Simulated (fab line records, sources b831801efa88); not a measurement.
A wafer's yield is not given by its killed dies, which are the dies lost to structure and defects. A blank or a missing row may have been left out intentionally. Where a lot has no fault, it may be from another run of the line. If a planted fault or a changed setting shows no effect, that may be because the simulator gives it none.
The same fault as seen by 2 desks | flow sfq_line | only its own numbers are on each desk; what lay behind them is given at the end

== AT THE METROLOGY DESK ==
Lot by lot, what the gauges showed, no matter which tool ran the lot: averages of those sampled wafers that carry a number. If a lot's mean is further than 4 standard deviations from the usual mean, the lot is out of limits and carries the mark OUT (the distance appears in the brackets).
Columns: A = R5_MONX_RS at SFQ_R5_RS_MEAS_933, usual 7.06 ohm/sq; B = R5_MONX_THK at SFQ_R5_THK_MEAS_934, usual 39.4 nm; C = R5_OVL at SFQ_R5_OVL_MEAS_935, usual -3 nm
lot  | first seen here | A    | B    | C
L980 | day 58 21:32    | 7.07 | 39.1 | -4
L984 | day 60 22:57    | 7.10 | 39.2 | 7
L992 | day 64 10:54    | 6.82 | 40.7 | -4
L994 | day 64 16:35    | 7.18 | 38.5 | -8
L995 | day 64 17:28    | 6.94 | 40.0 | 2
L998 | day 64 22:56    | 6.93 | 40.3 | 7
L999 | day 65 01:54    | 7.11 | 39.1 | -7
This desk's verdict: no lot among the 7 shows anything out of limits.

== DESK OF THE TOOL OWNER: rie_metal-04 ==
The tool's own readings at SFQ_TRILAYER_R5_ETCH_METAL_ETCH_139 (etches the open film in Cl2, stops on SiO2, target depth 60 nm, time 40 s): means of the sampled wafers that have a number, for each lot that ran on this tool. If a lot's mean is further than 4 standard deviations from the usual mean, the lot is out of limits and carries the mark OUT (the distance appears in the brackets).
Columns: A = drypump_motor_current_A at SFQ_TRILAYER_R5_ETCH_METAL_ETCH_139, usual 5.7 A; B = oes_product_au at SFQ_TRILAYER_R5_ETCH_METAL_ETCH_139, usual 0.992 a.u.
lot  | first seen here | A   | B
L980 | day 59 00:10    | 5.9 | 0.994
L992 | day 68 22:46    | 5.9 | 0.860 (-20) OUT
L994 | day 69 02:23    | 6.0 | 0.862 (-19) OUT
L995 | day 69 04:47    | 5.7 | 0.865 (-19) OUT
Finding of this desk: L992, L994, L995 out of limits; the first was L992 at day 68 22:46, on oes_product_au at SFQ_TRILAYER_R5_ETCH_METAL_ETCH_139. L980: within limits.

== BROUGHT TOGETHER ==
On L992, L994, L995, at day 68 22:46, an alarm was possible from the tool owner's desk.
From the metrology desk's view, nothing was out of limits.
The metrology desk holds a record of L992, L994, L995, inside its limits.
On rie_metal-04, each named lot ran SFQ_TRILAYER_R5_ETCH_METAL_ETCH_139.

== WHAT HAD BEEN PUT IN BY THE SIMULATOR ==
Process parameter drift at SFQ_TRILAYER_R5_ETCH_METAL_ETCH_139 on rie_metal-04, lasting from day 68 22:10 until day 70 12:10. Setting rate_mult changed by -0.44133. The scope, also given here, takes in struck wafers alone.
Shown lots that were struck: L992, L994, L995.
Delay in hours, fault start to first out-of-limits reading, by desk: the tool owner's desk at 1.
